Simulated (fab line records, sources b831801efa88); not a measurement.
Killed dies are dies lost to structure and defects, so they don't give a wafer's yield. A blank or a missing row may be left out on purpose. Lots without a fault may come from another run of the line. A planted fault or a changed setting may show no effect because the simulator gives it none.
Chamber matching | flow sfq_line | SFQ_TRILAYER_I7_DEP_PECVD_183 on pecvd-01: 3 sister chambers
The step deposits SiO2 from SiH4/N2O, time 111.11 s, target thk 500 nm. 3 wafers are shown with their chamber, then 7 later ones without.

WAFERS WITH THEIR CHAMBER
wafer  | chamber | showerhead_vpp_V (V)
L765.4 | 1       | 806
L767.3 | 0       | 827
L767.5 | 2       | 788

WAFERS WITHOUT THEIR CHAMBER
wafer  | showerhead_vpp_V (V)
L767.6 | 807
L768.1 | 815
L768.3 | 792
L768.4 | 825
L771.2 | 799
L771.4 | 803
L771.5 | 829

WHICH CHAMBER EACH WENT THROUGH
wafer  | from the rows above     | in truth
L767.6 | 1                       | 1
L768.1 | can't be placed: 1 or 0 | 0
L768.3 | 2                       | 2
L768.4 | 0                       | 0
L771.2 | can't be placed: 1 or 2 | 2
L771.4 | 1                       | 1
L771.5 | 0                       | 0
Placed correctly: 5 of 7. Can't be placed from these rows: 2 (the true chamber is among the candidates in 2). Placed wrongly: 0.
How it was worked out, from the rows above alone: a wafer's distance from a chamber is the root of the sum, over the readings, of the square of ((its reading less the chamber's mean) divided by the reading's scatter). The wafer belongs to the nearest chamber; if the next one is less than 2 further off, it can't be placed. A chamber's mean is the mean of its shown wafers. The scatter: with one shown wafer a chamber, the root of the mean of the squares of how far each hidden wafer lies from its nearest shown one.
